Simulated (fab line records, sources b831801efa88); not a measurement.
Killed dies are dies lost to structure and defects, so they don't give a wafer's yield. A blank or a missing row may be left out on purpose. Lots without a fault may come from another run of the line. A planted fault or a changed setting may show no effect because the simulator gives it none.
fab line records | flow sky130
record lots=5 wafers=15 last_day=49
route steps=708 shown POLY_GATE@232 LDD_N@237 LDD_P@255 LDD_HVN@267
lots that met no fault: from a run of the same line without faults
start_h: hours from the record's first day to the start of the lot's first wafer shown | wait_h: hours since the lot's step before | " the same as in the row above | L1.1+2: a row that stands for several wafers | - no value, or no start given | * or withheld: withheld | < > ~ a bound
route shown NAME@n: a module of which the file shows steps, and the number in the route of the first | usual: mean/standard deviation of fault-free wafers | same: alike in all rows | chamber/n: place in a boat | sites: the reading at each site | _std_site: their standard deviation | _edge_site: outer sites' mean less inner sites' | radius_mm: how far each site lies from the wafer's centre | mask NAME#n: copy n | behind: the tool/chamber that last shaped the wafer | hold: why the lot was held/for how many hours/how that ended | device: the transistor (n, p or np) that didn't switch | end of line: the same wafers' tests at the end of the route | a step without rows: its recipe alone | killed: dies lost to structure and defects at the first sort, not the wafer's yield | map: a wafer's dies, x killed, . not, _ none there
set.NAME: the setting as run; set.NAME@STEP: as run at that earlier step | model.NAME: the simulator's own value behind a step, which no gauge read
lots at some steps of the route; a table a step, a row a wafer
services: from which hour (start_h, from the record's first day; less than 0 if before it) a tool's chamber was out of use, for how many hours, and why
## steps
# step SKY_POLY_GATE_STRIP_18
# recipe chemistry=O2/N2 power_w=1400 pressure_mtorr=1500 platen_temp_c=withheld o2_flow_sccm=3000 n2_flow_sccm=300 overash_fraction=0.5
# usual drypump_motor_current_A=5.6/0.47 n2_flow_sccm=300.1/1 oes_product_au=0.362/0.0046 strip_time_to_endpoint_s=3.19/0.041
# columns lot.wafer tool chamber start_h wait_h drypump_motor_current_A n2_flow_sccm oes_product_au rf_hours_counter_h strip_time_to_endpoint_s
L077.1 plasma_asher-04 0 388.85 0.0 5.6 299.7 0.355 76 3.11
L077.4 " 0 " " 5.6 298.8 0.361 - 3.23
L077.5 " 1 " " 5.9 300.0 0.360 - 3.15
L083.2 plasma_asher-04 0 458.96 0.0 5.6 300.4 0.362 83 3.14
L083.4 " 0 " " 5.6 300.7 0.361 - 3.26
L083.6 " 0 " " 5.6 300.0 0.362 - 3.17
L086.2 plasma_asher-01 0 473.22 0.0 5.1 299.1 0.356 54 3.14
L086.5 " 0 " " 5.2 301.1 0.354 - 3.23
L086.6 " 1 " " 5.2 300.9 0.362 - 3.15
L089.1 plasma_asher-01 0 502.55 0.0 5.1 300.3 0.358 57 3.12
L089.3 " 0 " " 5.2 299.5 0.359 - 3.24
L089.6 " 1 " " 5.2 300.3 0.367 - 3.13
L090.1 plasma_asher-01 0 515.93 0.0 5.2 299.9 0.353 59 3.16
L090.2 " 1 " " 5.1 299.8 0.360 59 3.11
L090.4 " 1 " " 5.2 299.6 0.362 - 3.13
# step SKY_POLY_GATE_CLEAN_19
# recipe chemistry=SC1/SC2 mix=1:4:20 temp_c=70 time_s=150 dry=n2_spin
# columns lot.wafer tool chamber start_h wait_h
L077.1+4+5 wet_bench-01 1 388.95 0.1
L083.2+4+6 wet_bench-01 3 459.06 0.1
L086.2+5+6 wet_bench-02 1 473.32 0.1
L089.1+3+6 wet_bench-04 1 502.65 0.1
L090.1+2+4 wet_bench-04 2 516.03 0.1
# step SKY_POLY_GATE_OXIDATION_20
# recipe temp_c=850 ambient=O2 stabilise_s=600 purge_s=300 target_thk_a=40 ox_time_s=899
# usual zone_power_top_pct=31/4.2
# columns lot.wafer tool chamber start_h wait_h zone_power_top_pct
L077.1 furnace-02 0 389.94 0.9 27
L077.4 " 0 " " 27
L077.5 " 0 " " 27
L083.2 furnace-01 0 460.01 0.9 36
L083.4 " 0 " " 36
L083.6 " 0 " " 36
L086.2 furnace-02 0 473.37 0.0 28
L086.5 " 0 " " 28
L086.6 " 0 " " 27
L089.1 furnace-01 0 503.43 0.7 36
L089.3 " 0 " " 36
L089.6 " 0 " " 36
L090.1 furnace-01 0 520.60 4.5 35
L090.2 " 0 " " 36
L090.4 " 0 " " 36
# step SKY_POLY_GATE_THK_MEAS_21
# recipe reads=SiO2_of_POLY_GATE_OXIDATION_20
# usual POLY_GATE_OXIDATION_THK=4.00/0.079
# columns lot.wafer tool chamber start_h wait_h POLY_GATE_OXIDATION_THK[nm]
L077.1 film_metro-02 - 391.19 0.0 4.01
L077.4 " - " " 3.98
L077.5 " - " " 3.98
L083.2 film_metro-04 - 461.27 0.0 4.03
L083.4 " - " " 3.91
L083.6 " - " " 4.10
L086.2 film_metro-02 - 474.68 0.1 3.98
L086.5 " - " " 3.90
L086.6 " - " " 3.94
L089.1 film_metro-01 - 504.68 0.0 4.06
L089.3 " - " " 4.09
L089.6 " - " " 4.05
L090.1 film_metro-01 - 521.85 0.0 3.97
L090.2 " - " " 3.94
L090.4 " - " " 3.95
# step SKY_POLY_GATE_CD_MEAS_22
# usual cd_nm=149.8/1.8
# columns lot.wafer tool chamber start_h wait_h cd_nm
L077.1 cd_sem-01 - 391.25 0.1 151.4
L077.4 " - " " 150.8
L077.5 " - " " 148.2
L083.2 cd_sem-02 - 461.35 0.1 151.0
L083.4 " - " " 151.1
L083.6 " - " " 153.7
L086.2 cd_sem-02 - 474.76 0.1 145.9
L086.5 " - " " 148.6
L086.6 " - " " 148.5
L089.1 cd_sem-01 - 504.74 0.1 148.1
L089.3 " - " " 146.3
L089.6 " - " " 149.5
L090.1 cd_sem-01 - 521.91 0.1 148.8
L090.2 " - " " 148.0
L090.4 " - " " 149.7
# step SKY_LDD_N_DEHYDRATE_00
# recipe temp_c=200 time_s=60
# columns lot.wafer tool chamber start_h wait_h
L077.1+4+5 litho_track-01 0 405.36 14.1
L083.2+4+6 litho_track-04 0 475.46 14.1
L086.2+5+6 litho_track-03 0 489.65 14.9
L089.1+3+6 litho_track-01 0 518.81 14.0
L090.1+2+4 litho_track-04 0 536.04 14.1
# step SKY_LDD_N_HMDS_01
# recipe prime_time_s=60 prime_temp_c=120
# columns lot.wafer tool chamber start_h wait_h
L077.1+4+5 litho_track-01 0 405.51 0.1
L083.2+4+6 litho_track-04 0 475.61 0.1
L086.2+5+6 litho_track-03 0 489.80 0.1
L089.1+3+6 litho_track-01 0 518.96 0.1
L090.1+2+4 litho_track-04 0 536.19 0.1
# step SKY_LDD_N_COAT_02
# recipe resist=NOVOLAK spin_rpm=3000 resist_thk_nm=300
# columns lot.wafer tool chamber start_h wait_h
L077.1+4+5 litho_track-01 0 405.66 0.1
L083.2+4+6 litho_track-04 0 475.76 0.1
L086.2+5+6 litho_track-03 0 489.95 0.1
L089.1+3+6 litho_track-01 0 519.11 0.1
L090.1+2+4 litho_track-04 0 536.34 0.1
# step SKY_LDD_N_SOFTBAKE_03
# recipe temp_c=90 time_s=60 resist=NOVOLAK
# columns lot.wafer tool chamber start_h wait_h
L077.1+4+5 litho_track-01 0 405.81 0.1
L083.2+4+6 litho_track-04 0 475.91 0.1
L086.2+5+6 litho_track-03 0 490.10 0.1
L089.1+3+6 litho_track-01 0 519.26 0.1
L090.1+2+4 litho_track-04 0 536.49 0.1
# step SKY_LDD_N_EXPOSE_04
# recipe mask_id=NTM target_cd_nm=840 na=0.6 source_shape=conventional sigma_outer=0.6 dose_mj=110
# columns lot.wafer tool chamber start_h wait_h mask
L077.1+4+5 iline_stepper-02 0 - - NTM#0
L083.2+4+6 iline_stepper-01 0 - - NTM#0
L086.2+5+6 iline_stepper-02 0 - - NTM#0
L089.1+3+6 iline_stepper-01 0 - - NTM#0
L090.1+2+4 iline_stepper-01 0 - - NTM#0
# step SKY_LDD_N_PEB_05
# recipe temp_c=withheld time_s=* resist=NOVOLAK
# columns lot.wafer tool chamber start_h wait_h
L077.1+4+5 litho_track-03 0 - -
L083.2+4+6 litho_track-04 0 - -
L086.2+5+6 litho_track-04 0 - -
L089.1+3+6 litho_track-04 0 - -
L090.1+2+4 litho_track-01 0 - -
# step SKY_LDD_N_DEVELOP_06
# recipe develop_time_s=60 dev_temp_c=23
# columns lot.wafer tool chamber start_h wait_h
L077.1+4+5 litho_track-03 0 420.17 0.1
L083.2+4+6 litho_track-04 0 491.31 0.1
L086.2+5+6 litho_track-04 0 505.16 0.1
L089.1+3+6 litho_track-04 0 534.09 0.1
L090.1+2+4 litho_track-01 0 552.01 0.1
# step SKY_LDD_N_OVL_MEAS_07
# usual LDD_N_OVL=0.5/1.5
# columns lot.wafer tool chamber start_h wait_h LDD_N_OVL[nm]
L077.1 overlay-02 - 420.32 0.1 2.8
L077.4 " - " " 1.5
L077.5 " - " " 2.7
L083.2 overlay-01 - 491.44 0.1 -1.2
L083.4 " - " " 1.2
L083.6 " - " " -0.3
L086.2 overlay-02 - 505.29 0.1 0.8
L086.5 " - " " 1.4
L086.6 " - " " 1.7
L089.1 overlay-01 - 534.24 0.1 -1.7
L089.3 " - " " -1.7
L089.6 " - " " -1.9
L090.1 overlay-02 - 552.16 0.1 -0.6
L090.2 " - " " 1.9
L090.4 " - " " -0.5
# step SKY_LDD_N_IMPLANT_08
# recipe species=As energy_kev=20 dose_cm2=7.5e+13 tilt_deg=withheld rotation_deg=23
# usual rotation_deg=23.006/0.02
# columns lot.wafer tool chamber start_h wait_h rotation_deg
L077.1 implanter-02 0 420.36 0.0 23.005
L077.4 " 0 " " 23.017
L077.5 " 0 " " 23.029
L083.2 implanter-03 0 491.50 0.0 22.964
L083.4 " 0 " " 22.984
L083.6 " 0 " " 22.985
L086.2 implanter-03 0 505.35 0.0 22.994
L086.5 " 0 " " 22.983
L086.6 " 0 " " 22.967
L089.1 implanter-02 0 534.27 0.0 22.979
L089.3 " 0 " " 23.000
L089.6 " 0 " " 22.980
L090.1 implanter-01 0 552.20 0.0 22.988
L090.2 " 0 " " 23.005
L090.4 " 0 " " 22.954
# step SKY_LDD_N_IMPLANT_09
# recipe species=As energy_kev=20 dose_cm2=7.5e+13 tilt_deg=withheld rotation_deg=113
# usual rotation_deg=113.00/0.027
# columns lot.wafer tool chamber start_h wait_h rotation_deg
L077.1 implanter-02 0 420.51 0.1 112.99
L077.4 " 0 " " 112.98
L077.5 " 0 " " 113.02
L083.2 implanter-03 0 491.65 0.1 113.01
L083.4 " 0 " " 113.00
L083.6 " 0 " " 113.00
L086.2 implanter-03 0 505.50 0.1 113.02
L086.5 " 0 " " 112.99
L086.6 " 0 " " 113.00
L089.1 implanter-02 0 534.42 0.1 112.98
L089.3 " 0 " " 113.04
L089.6 " 0 " " 113.03
L090.1 implanter-01 0 552.35 0.1 112.98
L090.2 " 0 " " 112.99
L090.4 " 0 " " 112.98
# step SKY_LDD_N_IMPLANT_10
# recipe species=As energy_kev=20 dose_cm2=7.5e+13 tilt_deg=withheld rotation_deg=203
# usual rotation_deg=203.00/0.036
# columns lot.wafer tool chamber start_h wait_h rotation_deg
L077.1 implanter-02 0 420.66 0.1 203.02
L077.4 " 0 " " 202.98
L077.5 " 0 " " 203.01
L083.2 implanter-03 0 491.80 0.1 203.04
L083.4 " 0 " " 202.98
L083.6 " 0 " " 202.97
L086.2 implanter-03 0 505.65 0.1 202.94
L086.5 " 0 " " 202.96
L086.6 " 0 " " 203.02
L089.1 implanter-02 0 534.57 0.1 202.90
L089.3 " 0 " " 203.00
L089.6 " 0 " " 203.03
L090.1 implanter-01 0 552.50 0.1 202.97
L090.2 " 0 " " 202.99
L090.4 " 0 " " 202.93
# step SKY_LDD_N_IMPLANT_11
# recipe species=As energy_kev=20 dose_cm2=7.5e+13 tilt_deg=withheld rotation_deg=293
# usual rotation_deg=293.01/0.044
# columns lot.wafer tool chamber start_h wait_h rotation_deg
L077.1 implanter-02 0 420.81 0.1 293.08
L077.4 " 0 " " 293.03
L077.5 " 0 " " 292.96
L083.2 implanter-03 0 491.95 0.1 292.98
L083.4 " 0 " " 292.97
L083.6 " 0 " " 292.94
L086.2 implanter-03 0 505.80 0.1 293.00
L086.5 " 0 " " 293.03
L086.6 " 0 " " 293.02
L089.1 implanter-02 0 534.72 0.1 292.96
L089.3 " 0 " " 292.95
L089.6 " 0 " " 293.00
L090.1 implanter-01 0 552.65 0.1 292.98
L090.2 " 0 " " 292.96
L090.4 " 0 " " 293.04
# step SKY_LDD_N_IMPLANT_12
# recipe species=BF2 energy_kev=50 dose_cm2=5e+12 tilt_deg=30 rotation_deg=0
# usual rotation_deg=0.004/0.018
# columns lot.wafer tool chamber start_h wait_h rotation_deg
L077.1 implanter-02 0 420.96 0.1 -0.004
L077.4 " 0 " " 0.011
L077.5 " 0 " " 0.013
L083.2 implanter-03 0 492.10 0.1 -0.004
L083.4 " 0 " " 0.009
L083.6 " 0 " " -0.002
L086.2 implanter-03 0 505.95 0.1 0.022
L086.5 " 0 " " -0.001
L086.6 " 0 " " -0.002
L089.1 implanter-02 0 534.87 0.1 -0.005
L089.3 " 0 " " -0.003
L089.6 " 0 " " -0.008
L090.1 implanter-01 0 552.80 0.1 0.001
L090.2 " 0 " " 0.020
L090.4 " 0 " " 0.009
# step SKY_LDD_N_IMPLANT_13
# recipe species=BF2 energy_kev=50 dose_cm2=5e+12 tilt_deg=30 rotation_deg=90
# usual rotation_deg=90.000/0.021
# columns lot.wafer tool chamber start_h wait_h rotation_deg
L077.1 implanter-02 0 421.11 0.1 90.003
L077.4 " 0 " " 89.970
L077.5 " 0 " " 89.997
L083.2 implanter-03 0 492.25 0.1 89.955
L083.4 " 0 " " 89.996
L083.6 " 0 " " 90.023
L086.2 implanter-03 0 506.10 0.1 90.035
L086.5 " 0 " " 90.018
L086.6 " 0 " " 90.001
L089.1 implanter-02 0 535.02 0.1 89.993
L089.3 " 0 " " 90.010
L089.6 " 0 " " 90.034
L090.1 implanter-01 0 552.95 0.1 90.002
L090.2 " 0 " " 89.963
L090.4 " 0 " " 90.004
# step SKY_LDD_N_IMPLANT_14
# recipe species=BF2 energy_kev=50 dose_cm2=5e+12 tilt_deg=30 rotation_deg=180
# usual rotation_deg=180.00/0.031
# columns lot.wafer tool chamber start_h wait_h rotation_deg
L077.1 implanter-02 0 421.26 0.1 180.01
L077.4 " 0 " " 180.03
L077.5 " 0 " " 179.95
L083.2 implanter-03 0 492.40 0.1 180.03
L083.4 " 0 " " 179.99
L083.6 " 0 " " 180.00
L086.2 implanter-03 0 506.25 0.1 180.03
L086.5 " 0 " " 179.97
L086.6 " 0 " " 179.99
L089.1 implanter-02 0 535.17 0.1 180.05
L089.3 " 0 " " 179.94
L089.6 " 0 " " 179.94
L090.1 implanter-01 0 553.10 0.1 179.96
L090.2 " 0 " " 179.95
L090.4 " 0 " " 179.98
# step SKY_LDD_N_IMPLANT_15
# recipe species=BF2 energy_kev=50 dose_cm2=5e+12 tilt_deg=30 rotation_deg=270
# usual rotation_deg=269.99/0.041
# columns lot.wafer tool chamber start_h wait_h rotation_deg
L077.1 implanter-02 0 421.41 0.1 269.95
L077.4 " 0 " " 269.88
L077.5 " 0 " " 270.03
L083.2 implanter-03 0 492.55 0.1 270.04
L083.4 " 0 " " 270.08
L083.6 " 0 " " 269.98
L086.2 implanter-03 0 506.40 0.1 270.01
L086.5 " 0 " " 269.98
L086.6 " 0 " " 269.99
L089.1 implanter-02 0 535.32 0.1 270.07
L089.3 " 0 " " 270.03
L089.6 " 0 " " 269.97
L090.1 implanter-01 0 553.25 0.1 269.94
L090.2 " 0 " " 269.97
L090.4 " 0 " " 270.01
# step SKY_LDD_N_STRIP_16
# recipe chemistry=O2/N2 power_w=1400 pressure_mtorr=1500 platen_temp_c=withheld o2_flow_sccm=3000 n2_flow_sccm=300 overash_fraction=0.5
# usual drypump_motor_current_A=5.89/0.3 n2_flow_sccm=300.0/0.88 oes_product_au=0.408/0.0048 strip_time_to_endpoint_s=4.311/0.016
# columns lot.wafer tool chamber start_h wait_h drypump_motor_current_A n2_flow_sccm oes_product_au rf_hours_counter_h strip_time_to_endpoint_s
L077.1 plasma_asher-04 1 421.56 0.1 5.94 300.1 0.413 79 4.303
L077.4 " 1 " " 5.96 298.9 0.403 - 4.283
L077.5 " 0 " " 5.58 299.1 0.413 - 4.299
L083.2 plasma_asher-04 0 492.67 0.1 5.58 299.5 0.398 87 4.285
L083.4 " 1 " " 5.94 299.5 0.406 - 4.280
L083.6 " 0 " " 5.59 299.5 0.408 - 4.277
L086.2 plasma_asher-02 1 506.52 0.1 6.10 299.9 0.410 8 4.334
L086.5 " 1 " " 6.11 300.1 0.402 - 4.333
L086.6 " 0 " " 5.84 298.0 0.403 - 4.342
L089.1 plasma_asher-04 0 535.47 0.1 5.59 299.2 0.408 91 4.312
L089.3 " 0 " " 5.59 300.3 0.404 - 4.313
L089.6 " 0 " " 5.59 300.4 0.411 - 4.291
L090.1 plasma_asher-02 1 553.40 0.1 6.10 299.0 0.403 12 4.305
L090.2 " 0 " " 5.86 300.4 0.405 12 4.302
L090.4 " 1 " " 6.12 298.5 0.412 - 4.307
# step SKY_LDD_N_TW_MEAS_17
# usual LDD_N_TW=2569/19
# columns lot.wafer tool chamber start_h wait_h LDD_N_TW
L077.1 film_metro-01 - 421.66 0.1 2560
L077.4 " - " " 2555
L077.5 " - " " 2556
L083.2 film_metro-03 - 492.78 0.1 2578
L083.4 " - " " 2583
L083.6 " - " " 2585
L086.2 film_metro-01 - 506.63 0.1 2543
L086.5 " - " " 2540
L086.6 " - " " 2553
L089.1 film_metro-03 - 535.57 0.1 2592
L089.3 " - " " 2578
L089.6 " - " " 2575
L090.1 film_metro-04 - 553.50 0.1 2567
L090.2 " - " " 2565
L090.4 " - " " 2582
# step SKY_LDD_P_DEHYDRATE_00
# recipe temp_c=200 time_s=60
# columns lot.wafer tool chamber start_h wait_h
L077.1+4+5 litho_track-02 0 436.46 14.8
L083.2+4+6 litho_track-02 0 507.28 14.5
L086.2+5+6 litho_track-01 0 521.29 14.6
L089.1+3+6 litho_track-01 0 550.31 14.7
L090.1+2+4 litho_track-03 0 567.67 14.2
# step SKY_LDD_P_HMDS_01
# recipe prime_time_s=60 prime_temp_c=120
# columns lot.wafer tool chamber start_h wait_h
L077.1+4+5 litho_track-02 0 436.61 0.1
L083.2+4+6 litho_track-02 0 507.43 0.1
L086.2+5+6 litho_track-01 0 521.44 0.1
L089.1+3+6 litho_track-01 0 550.46 0.1
L090.1+2+4 litho_track-03 0 567.82 0.1
# step SKY_LDD_P_COAT_02
# recipe resist=NOVOLAK spin_rpm=3000 resist_thk_nm=1140
# columns lot.wafer tool chamber start_h wait_h
L077.1+4+5 litho_track-02 0 436.76 0.1
L083.2+4+6 litho_track-02 0 507.58 0.1
L086.2+5+6 litho_track-01 0 521.59 0.1
L089.1+3+6 litho_track-01 0 550.61 0.1
L090.1+2+4 litho_track-03 0 567.97 0.1
# step SKY_LDD_P_SOFTBAKE_03
# recipe temp_c=90 time_s=60 resist=NOVOLAK
# columns lot.wafer tool chamber start_h wait_h
L077.1+4+5 litho_track-02 0 436.91 0.1
L083.2+4+6 litho_track-02 0 507.73 0.1
L086.2+5+6 litho_track-01 0 521.74 0.1
L089.1+3+6 litho_track-01 0 550.76 0.1
L090.1+2+4 litho_track-03 0 568.12 0.1
# step SKY_LDD_P_EXPOSE_04
# recipe mask_id=PSDM na=0.6 source_shape=conventional sigma_outer=0.6 polarization=unpolarized target_cd_nm=380 dose_mj=138
# columns lot.wafer tool chamber start_h wait_h mask
L077.1+4+5 iline_stepper-01 0 - - PSDM#0
L083.2+4+6 iline_stepper-01 0 - - PSDM#0
L086.2+5+6 iline_stepper-02 0 - - PSDM#0
L089.1+3+6 iline_stepper-02 0 - - PSDM#0
L090.1+2+4 iline_stepper-02 0 - - PSDM#0
# step SKY_LDD_P_PEB_05
# recipe temp_c=withheld time_s=* resist=NOVOLAK
# columns lot.wafer tool chamber start_h wait_h
L077.1+4+5 litho_track-03 0 - -
L083.2+4+6 litho_track-02 0 - -
L086.2+5+6 litho_track-03 0 - -
L089.1+3+6 litho_track-03 0 - -
L090.1+2+4 litho_track-01 0 - -
# step SKY_LDD_P_DEVELOP_06
# recipe resist=NOVOLAK developer=TMAH develop_time_s=60 dev_temp_c=23
# columns lot.wafer tool chamber start_h wait_h
L077.1+4+5 litho_track-03 0 452.07 0.1
L083.2+4+6 litho_track-02 0 522.68 0.1
L086.2+5+6 litho_track-03 0 536.09 0.1
L089.1+3+6 litho_track-03 0 565.07 0.1
L090.1+2+4 litho_track-01 0 582.71 0.1
# step SKY_LDD_P_CD_MEAS_07
# recipe target_cd_nm=380
# usual cd_nm=380.3/2.3
# columns lot.wafer tool chamber start_h wait_h cd_nm
L077.1 cd_sem-02 - 452.22 0.1 376.3
L077.4 " - " " 378.1
L077.5 " - " " 377.7
L083.2 cd_sem-01 - 522.83 0.1 382.3
L083.4 " - " " 381.8
L083.6 " - " " 381.8
L086.2 cd_sem-02 - 536.24 0.1 381.8
L086.5 " - " " 380.5
L086.6 " - " " 379.2
L089.1 cd_sem-01 - 565.22 0.1 379.5
L089.3 " - " " 380.6
L089.6 " - " " 379.3
L090.1 cd_sem-01 - 582.86 0.1 376.3
L090.2 " - " " 379.3
L090.4 " - " " 379.0
# step SKY_LDD_P_OVL_MEAS_08
# usual LDD_P_OVL=0.1/1.4
# columns lot.wafer tool chamber start_h wait_h LDD_P_OVL[nm]
L077.1 overlay-02 - 452.34 0.1 -1.4
L077.4 " - " " -0.3
L077.5 " - " " -1.4
L083.2 overlay-02 - 522.93 0.1 1.1
L083.4 " - " " 1.9
L083.6 " - " " 1.6
L086.2 overlay-02 - 536.35 0.1 1.0
L086.5 " - " " -0.2
L086.6 " - " " 0.5
L089.1 overlay-02 - 565.34 0.1 -0.6
L089.3 " - " " 2.8
L089.6 " - " " 0.9
L090.1 overlay-01 - 582.98 0.1 1.0
L090.2 " - " " 0.7
L090.4 " - " " 0.5
# step SKY_LDD_P_IMPLANT_09
# recipe species=BF2 energy_kev=25 dose_cm2=1e+13 tilt_deg=withheld
# columns lot.wafer tool chamber start_h wait_h
L077.1+4+5 implanter-02 0 452.38 0.0
L083.2+4+6 implanter-02 0 522.99 0.0
L086.2+5+6 implanter-02 0 536.40 0.0
L089.1+3+6 implanter-03 0 565.38 0.0
L090.1+2+4 implanter-03 0 583.02 0.0
# step SKY_LDD_P_STRIP_10
# recipe chemistry=O2/N2 power_w=1400 pressure_mtorr=1500 platen_temp_c=withheld o2_flow_sccm=3000 n2_flow_sccm=300 overash_fraction=0.5
# usual drypump_motor_current_A=5.8/0.46 n2_flow_sccm=300.0/0.83 oes_product_au=0.716/0.0041 strip_time_to_endpoint_s=14.18/0.034
# columns lot.wafer tool chamber start_h wait_h drypump_motor_current_A n2_flow_sccm oes_product_au rf_hours_counter_h strip_time_to_endpoint_s
L077.1 plasma_asher-03 0 452.53 0.1 5.4 302.0 0.710 31 14.21
L077.4 " 0 " " 5.4 300.4 0.716 - 14.19
L077.5 " 1 " " 6.4 300.6 0.710 - 14.16
L083.2 plasma_asher-01 0 523.11 0.1 5.2 302.2 0.715 59 14.16
L083.4 " 0 " " 5.2 301.1 0.717 - 14.16
L083.6 " 1 " " 5.2 299.4 0.710 - 14.20
L086.2 plasma_asher-02 0 536.53 0.1 5.8 299.9 0.716 11 14.11
L086.5 " 1 " " 6.1 299.3 0.718 - 14.12
L086.6 " 0 " " 5.8 300.3 0.711 - 14.16
L089.1 plasma_asher-03 0 565.53 0.1 5.4 300.2 0.716 41 14.18
L089.3 " 0 " " 5.4 299.7 0.718 - 14.23
L089.6 " 0 " " 5.4 300.5 0.721 - 14.16
L090.1 plasma_asher-03 0 583.17 0.1 5.4 298.6 0.717 43 14.20
L090.2 " 1 " " 6.4 299.2 0.716 43 14.17
L090.4 " 0 " " 5.4 300.5 0.719 - 14.21
# step SKY_LDD_P_TW_MEAS_11
# usual LDD_P_TW=635/4.9
# columns lot.wafer tool chamber start_h wait_h LDD_P_TW
L077.1 film_metro-02 - 452.63 0.1 638
L077.4 " - " " 641
L077.5 " - " " 638
L083.2 film_metro-02 - 523.22 0.1 632
L083.4 " - " " 633
L083.6 " - " " 634
L086.2 film_metro-03 - 536.64 0.1 634
L086.5 " - " " 635
L086.6 " - " " 632
L089.1 film_metro-01 - 565.63 0.1 626
L089.3 " - " " 630
L089.6 " - " " 623
L090.1 film_metro-02 - 583.27 0.1 641
L090.2 " - " " 639
L090.4 " - " " 640
# step SKY_LDD_HVN_DEHYDRATE_00
# recipe temp_c=200 time_s=60
# columns lot.wafer tool chamber start_h wait_h
L077.1+4+5 litho_track-02 0 468.16 15.5
L083.2+4+6 litho_track-04 0 537.31 14.1
L086.2+5+6 litho_track-04 0 551.51 14.9
L089.1+3+6 litho_track-01 0 579.51 13.9
L090.1+2+4 litho_track-02 0 596.56 13.3
# step SKY_LDD_HVN_HMDS_01
# recipe prime_time_s=60 prime_temp_c=120
# columns lot.wafer tool chamber start_h wait_h
L077.1+4+5 litho_track-02 0 468.31 0.1
L083.2+4+6 litho_track-04 0 537.46 0.1
L086.2+5+6 litho_track-04 0 551.66 0.1
L089.1+3+6 litho_track-01 0 579.66 0.1
L090.1+2+4 litho_track-02 0 596.71 0.1
# step SKY_LDD_HVN_COAT_02
# recipe resist=NOVOLAK spin_rpm=3000 resist_thk_nm=300
# columns lot.wafer tool chamber start_h wait_h
L077.1+4+5 litho_track-02 0 468.46 0.1
L083.2+4+6 litho_track-04 0 537.61 0.1
L086.2+5+6 litho_track-04 0 551.81 0.1
L089.1+3+6 litho_track-01 0 579.81 0.1
L090.1+2+4 litho_track-02 0 596.86 0.1
# step SKY_LDD_HVN_SOFTBAKE_03
# recipe temp_c=90 time_s=60 resist=NOVOLAK
# columns lot.wafer tool chamber start_h wait_h
L077.1+4+5 litho_track-02 0 468.61 0.1
L083.2+4+6 litho_track-04 0 537.76 0.1
L086.2+5+6 litho_track-04 0 551.96 0.1
L089.1+3+6 litho_track-01 0 579.96 0.1
L090.1+2+4 litho_track-02 0 597.01 0.1
# step SKY_LDD_HVN_EXPOSE_04
# recipe mask_id=HVNTM na=0.6 source_shape=conventional sigma_outer=0.6 polarization=unpolarized target_cd_nm=700 dose_mj=127
# columns lot.wafer tool chamber start_h wait_h mask
L077.1+4+5 iline_stepper-02 0 - - HVNTM#0
L083.2+4+6 iline_stepper-02 0 - - HVNTM#0
L086.2+5+6 iline_stepper-02 0 - - HVNTM#0
L089.1+3+6 iline_stepper-01 0 - - HVNTM#0
L090.1+2+4 iline_stepper-01 0 - - HVNTM#0
# step SKY_LDD_HVN_PEB_05
# recipe temp_c=withheld time_s=* resist=NOVOLAK
# columns lot.wafer tool chamber start_h wait_h
L077.1+4+5 litho_track-01 0 - -
L083.2+4+6 litho_track-01 0 - -
L086.2+5+6 litho_track-02 0 - -
L089.1+3+6 litho_track-01 0 - -
L090.1+2+4 litho_track-02 0 - -
# step SKY_LDD_HVN_DEVELOP_06
# recipe resist=NOVOLAK developer=TMAH develop_time_s=60 dev_temp_c=23
# columns lot.wafer tool chamber start_h wait_h
L077.1+4+5 litho_track-01 0 482.96 0.1
L083.2+4+6 litho_track-01 0 552.64 0.1
L086.2+5+6 litho_track-02 0 566.33 0.1
L089.1+3+6 litho_track-01 0 594.26 0.1
L090.1+2+4 litho_track-02 0 611.36 0.1
# step SKY_LDD_HVN_OVL_MEAS_07
# usual LDD_HVN_OVL=-1.3/1.9
# columns lot.wafer tool chamber start_h wait_h LDD_HVN_OVL[nm]
L077.1 overlay-02 - 483.11 0.1 0.3
L077.4 " - " " -1.1
L077.5 " - " " -0.4
L083.2 overlay-02 - 552.77 0.1 -1.8
L083.4 " - " " -1.4
L083.6 " - " " -0.3
L086.2 overlay-02 - 566.46 0.1 0.2
L086.5 " - " " 1.2
L086.6 " - " " 0.6
L089.1 overlay-01 - 594.41 0.1 -0.5
L089.3 " - " " -1.1
L089.6 " - " " -1.3
L090.1 overlay-01 - 611.51 0.1 -0.9
L090.2 " - " " -1.7
L090.4 " - " " -0.9
# step SKY_LDD_HVN_IMPLANT_08
# recipe species=P energy_kev=60 dose_cm2=3e+13 tilt_deg=40
# columns lot.wafer tool chamber start_h wait_h
L077.1+4+5 implanter-01 0 483.15 0.0
L083.2+4+6 implanter-03 0 552.82 0.0
L086.2+5+6 implanter-03 0 566.52 0.0
L089.1+3+6 implanter-03 0 594.45 0.0
L090.1+2+4 implanter-04 0 611.54 0.0
## services
# columns tool chamber start_h hours kind
implanter-01 - 365.05 3.2 pm
implanter-03 - 372.12 4.0 repair
furnace-01 - 389.32 3.3 pm
plasma_asher-03 - 412.14 1.6 repair
implanter-03 - 417.66 2.1 repair
plasma_asher-02 - 421.27 9.0 pm
plasma_asher-02 - 444.39 0.4 repair
plasma_asher-01 - 452.35 1.1 repair
plasma_asher-03 - 480.24 14.7 repair
iline_stepper-01 - 486.04 2.6 repair
plasma_asher-01 - 487.71 1.3 repair
furnace-02 - 492.37 8.8 pm
iline_stepper-02 - 498.47 1.7 pm
implanter-01 - 498.74 3.4 repair
furnace-02 - 503.62 22.4 repair
plasma_asher-03 - 506.24 0.6 repair
implanter-03 - 513.12 3.7 pm
implanter-02 - 516.22 4.1 repair
iline_stepper-01 - 520.40 1.7 pm
implanter-03 - 531.44 6.9 repair
furnace-02 - 566.32 3.8 pm
implanter-04 - 579.69 4.3 repair
iline_stepper-01 - 597.78 4.1 repair
implanter-02 - 605.16 3.6 repair
## key
fault none
